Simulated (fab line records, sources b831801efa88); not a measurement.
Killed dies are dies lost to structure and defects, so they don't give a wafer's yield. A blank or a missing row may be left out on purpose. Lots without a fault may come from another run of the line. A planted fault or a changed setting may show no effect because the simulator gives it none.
Problem report in the 8D (eight disciplines) form, filled by code | flow sfq_line | the parts of the form that need people (team, actions taken, sign-off) are left out

1. THE PROBLEM
exposure_dose_mJ_cm2 at SFQ_TRILAYER_I1_VIA_LITHO_EXPOSE_050 reads a mean of 21.932 on 12 wafers of 4 lots; wafers without a fault read 21.305 with a standard deviation of 0.02. That is +31 standard deviations from the usual mean.
The step: exposes mask I1, target cd 500 nm.
First seen on wafer L766.2, day 28 19:07, on krf_scanner-02. The record holds 48 wafers of 16 lots with a number at this step. Rule for "out", or "out of limits": more than 4 standard deviations from the usual mean. The other wafers with a number count as sound.

2. WHAT IT IS AND WHAT IT IS NOT
question                    | is                     | is not
which readings at this step | exposure_dose_mJ_cm2   | reticle_temp_C, stage_vel_mm_s
which lots                  | L766, L767, L768, L769 | L759, L761, L762, L763, L765, L771, L775, L776, L778, L779, L780, L781
which wafers of those lots  | all that have a number | -
read on which tools         | krf_scanner-02         | krf_scanner-01
when                        | from day 28 19:07      | up to then (15 sound wafers); but 21 sound wafers of L771, L775, L776, L778, L779, L780, L781 came after

3. SUSPECTS, AND WHAT RULES EACH OUT
Counting: a tool at a process step up to the reading stays a suspect if it ran every lot that is out and no sound lot after the first of them.
- krf_scanner-02 at SFQ_TRILAYER_I1_VIA_LITHO_EXPOSE_050 (exposes mask I1, target cd 500 nm): kept. It ran every lot that is out, first L766 (day 28 19:07), and no sound lot after that; its last sound lot up to then is L763 (day 27 21:16). Its own readings are out on those wafers: exposure_dose_mJ_cm2.
Left after counting: krf_scanner-02 at SFQ_TRILAYER_I1_VIA_LITHO_EXPOSE_050.

4. THE CAUSE (what the simulator had put in)
Process parameter drift: krf_scanner-02, from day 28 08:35 on, at SFQ_TRILAYER_I1_VIA_LITHO_EXPOSE_050. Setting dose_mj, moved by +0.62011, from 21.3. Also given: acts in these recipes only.
Counting left only this tool.

5. THE CHAIN OF EFFECTS, in route order
Each row: a reading whose mean over the struck wafers that have a number lies more than 3 standard deviations from the usual. Only readings for which the record gives a usual standard deviation are gone through. hours: the time from each lot's start at the first step in this table that gives one to its start at this step, as a median over the lots. sigmas: the change in usual standard deviations.
hours | step                                 | reading              | usual  | on struck wafers | change | sigmas
0     | SFQ_TRILAYER_I1_VIA_LITHO_EXPOSE_050 | exposure_dose_mJ_cm2 | 21.305 | 21.932           | +0.627 | +31
The process steps in it:
- SFQ_TRILAYER_I1_VIA_LITHO_EXPOSE_050: exposes mask I1, target cd 500 nm.

6. WHAT WOULD HAVE CAUGHT IT SOONER
In this record the first reading out of limits was taken at day 28 19:07, 11 hours after the fault began at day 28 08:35.
